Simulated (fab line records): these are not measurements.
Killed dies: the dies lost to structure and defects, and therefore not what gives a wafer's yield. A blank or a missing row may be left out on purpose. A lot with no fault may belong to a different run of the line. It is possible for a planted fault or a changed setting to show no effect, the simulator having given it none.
Chamber matching + flow gf180mcu + GF_MIM_CVD_05 on pecvd-03 has 3 sister chambers
The step deposits Si3N4, target thk 42 nm, time 29.086 s. 20 wafers are shown with their chamber, then 10 later ones without.

== WAFERS PAIRED WITH THEIR CHAMBERS ==
| wafer  | chamber | heater_power_w (W) |
|--------|---------|--------------------|
| L074.1 | 2       | 664                |
| L074.2 | 0       | 614                |
| L074.5 | 1       | 553                |
| L082.2 | 1       | 555                |
| L082.5 | 1       | 549                |
| L082.6 | 0       | 603                |
| L083.1 | 2       | 659                |
| L083.3 | 0       | 650                |
| L083.4 | 0       | 640                |
| L085.2 | 2       | 610                |
| L085.5 | 0       | 646                |
| L085.6 | 1       | 572                |
| L087.1 | 1       | 497                |
| L087.2 | 0       | 623                |
| L087.3 | 2       | 643                |
| L089.4 | 2       | 617                |
| L089.5 | 1       | 495                |
| L089.6 | 0       | 614                |
| L093.1 | 2       | 639                |
| L093.5 | 0       | 581                |

SIGNATURES (means of the wafers above)
| reading        | chamber 0 | chamber 1 | chamber 2 | scatter within a chamber |
|----------------|-----------|-----------|-----------|--------------------------|
| heater_power_w | 621.38    | 536.83    | 638.67    | 26                       |
Rule: for a wafer and a chamber, the distance is found by dividing, reading by reading, the gap between the wafer's reading and the chamber's mean by the reading's scatter, squaring, summing and taking the root. If the next closest chamber is less than 2 further off than the closest, the wafer can't be placed; otherwise it belongs to the closest. The scatter: take each reading less its chamber's mean, square it, sum over the shown wafers, divide by the number of wafers less the number of chambers, and take the root.

== WAFERS WITHOUT THEIR CHAMBER ==
| wafer  | heater_power_w (W) |
|--------|--------------------|
| L093.6 | 632                |
| L094.2 | 665                |
| L094.3 | 673                |
| L094.5 | 681                |
| L095.1 | 478                |
| L095.2 | 617                |
| L095.6 | 475                |
| L096.3 | 532                |
| L096.4 | 645                |
| L096.5 | 697                |

== THE CHAMBER EACH PASSED THROUGH ==
| wafer  | from the rows above     | in truth |
|--------|-------------------------|----------|
| L093.6 | can't be placed: 2 or 0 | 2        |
| L094.2 | can't be placed: 2 or 0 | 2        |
| L094.3 | can't be placed: 2 or 0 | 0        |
| L094.5 | can't be placed: 2 or 0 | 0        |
| L095.1 | 1                       | 1        |
| L095.2 | can't be placed: 0 or 2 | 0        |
| L095.6 | 1                       | 1        |
| L096.3 | 1                       | 1        |
| L096.4 | can't be placed: 2 or 0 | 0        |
| L096.5 | can't be placed: 2 or 0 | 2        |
Placed correctly: 3 of 10. Unplaceable from these rows: 7, with the true chamber sitting among the candidates in 7. 0 placed wrongly.
